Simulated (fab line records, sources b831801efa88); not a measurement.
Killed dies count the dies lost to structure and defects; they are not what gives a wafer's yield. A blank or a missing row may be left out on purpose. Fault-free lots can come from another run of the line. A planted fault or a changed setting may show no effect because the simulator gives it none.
A lot that was struck, set against a sound lot || flow sky130 || 17 steps out of a route of 708
Sound: wafers L883.1, L883.5, L883.6. Struck: wafer L874.5. (L874.2, L874.3 of the same lot were not struck and are left out.) The cause comes at the end.
Per side, at each step with rows, come the tool, then ch with its chambers, and then its first start. Under that, the readings that differ: sound wafers || struck wafers || difference of the means || sigmas: that difference in standard deviations of wafers without a fault.
alike: words and numbers the same on both sides, and readings whose means are apart by under 2 such deviations; not compared: readings that were withheld, readings missing a value for some wafer, numbers with overlapping values and no deviation given by the record, and bounds like >300 which may hide the same value.
Wherever a step has rows on one side only, a row that says differs or no value, or a row with sigmas, the two part there. Numbers that don't overlap but have no deviation are shown without sigmas and don't part them. A reading that every wafer of one side lacks parts them only if that side has two wafers or more.

first, 3 steps without rows for these wafers: SKY_LI_CONTACT_EXPOSE_09 (exposes mask LICM1, target cd 170 nm); SKY_LI_CONTACT_PEB_10; SKY_LI_CONTACT_DEVELOP_11 (develop time 60 s).
SKY_LI_CONTACT_CD_MEAS_12 targets a cd of 170 nm.
  sound: cd sem-02 at day 35 21:03; struck: cd sem-01 at day 33 05:28
  alike: cd nm
SKY_LI_CONTACT_OVL_MEAS_13:
  sound: overlay-01 at day 35 21:10; struck: overlay-01 at day 33 05:35
  alike: LI_CONTACT_OVL
SKY_LI_CONTACT_ETCH_14: etches BARC in N2/H2, stops on SiO2, time 45.9 s, target depth 60 nm.
  sound on rie diel-02 ch 1,2, day 35 21:12; struck on rie diel-02 ch 2, day 33 05:37
  alike: chamber pressure mTorr, drypump motor current A, n2 flow sccm, oes product au, throttle valve pct
  not compared: rf hours counter h
SKY_LI_CONTACT_ETCH_15: etches PSG in C4F8/O2/Ar, stops on Si, target depth 600 nm.
  sound on rie diel-02 ch 1,2, day 35 21:14; struck on rie diel-02 ch 2, day 33 05:39
  alike: chamber pressure mTorr, oes product au
SKY_LI_CONTACT_STRIP_16: strips in O2/N2.
  sound on plasma asher-02 ch 0,1, day 35 21:20; struck on plasma asher-03 ch 0, day 33 05:44
  alike: chamber pressure mTorr, drypump motor current A, n2 flow sccm, oes product au, strip time to endpoint s
  not compared: rf hours counter h
then, 3 steps without rows for these wafers: SKY_LI_CONTACT_CLEAN_17 (cleans in NMP, time 600 s); SKY_LI_CONTACT_PRE_CLEAN_18 (time 5.6 s); SKY_LI_CONTACT_SPUTTER_19 (material Ti, target thk 20 nm, time 106.37 s).
SKY_LI_CONTACT_SPUTTER_20: material TiN, target thk 20 nm, time 80 s.
  sound: pvd sputter-04 at day 35 21:42; struck: pvd sputter-03 at day 33 06:07
  alike: throttle valve pct
SKY_LI_CONTACT_CVD_21: deposits W, target thk 400 nm, time 120.56 s.
  sound on cvd w-01 ch 0,1, day 35 21:46; struck on cvd w-01 ch 0, day 33 06:10
{"reading": "model.W_of_LI_CONTACT_CVD_21.thk nm (nm)", "sound": "400.6 394.7 399", "struck": 435.9, "difference": "+37.8", "sigmas": ""}
  alike: heater power w
SKY_LI_CONTACT_RS_MEAS_22: measures by four-point-probe.
  sound: film metro-03 at day 35 21:53; struck: film metro-02 at day 33 06:19
{"reading": "LI_CONTACT_W_RS (ohm/sq)", "sound": "0.2855 0.2889 0.2856", "struck": 0.2604, "difference": -0.0263, "sigmas": -10}
SKY_LI_CONTACT_THK_MEAS_23: measures by xrf.
  sound: film metro-03 at day 35 22:01; struck: film metro-02 at day 33 06:25
{"reading": "LI_CONTACT_W_THK (nm)", "sound": "404 399 402", "struck": 435, "difference": "+33", "sigmas": "+6"}
SKY_LI_CONTACT_CMP_24: polishes, stops on PSG, t overpolish 20 s, target thk 0 nm.
  sound on cmp-01 ch 1,2, day 35 22:07; struck on cmp-02 ch 2, day 33 06:31
{"reading": "time to endpoint s (s)", "sound": "92 90 92", "struck": 102, "difference": "+11", "sigmas": "+3"}
  alike: edge zone pressure frac, motor current A
SKY_PAD_OPEN_PROBE_99:
  sound wafers here have rows in the record (prober-02, day 50 15:05); struck ones have none

WHERE THEY PART
Last at SKY_PAD_OPEN_PROBE_99 as far as this record goes, first at SKY_LI_CONTACT_RS_MEAS_22.

WHY: what had been put in by the simulator
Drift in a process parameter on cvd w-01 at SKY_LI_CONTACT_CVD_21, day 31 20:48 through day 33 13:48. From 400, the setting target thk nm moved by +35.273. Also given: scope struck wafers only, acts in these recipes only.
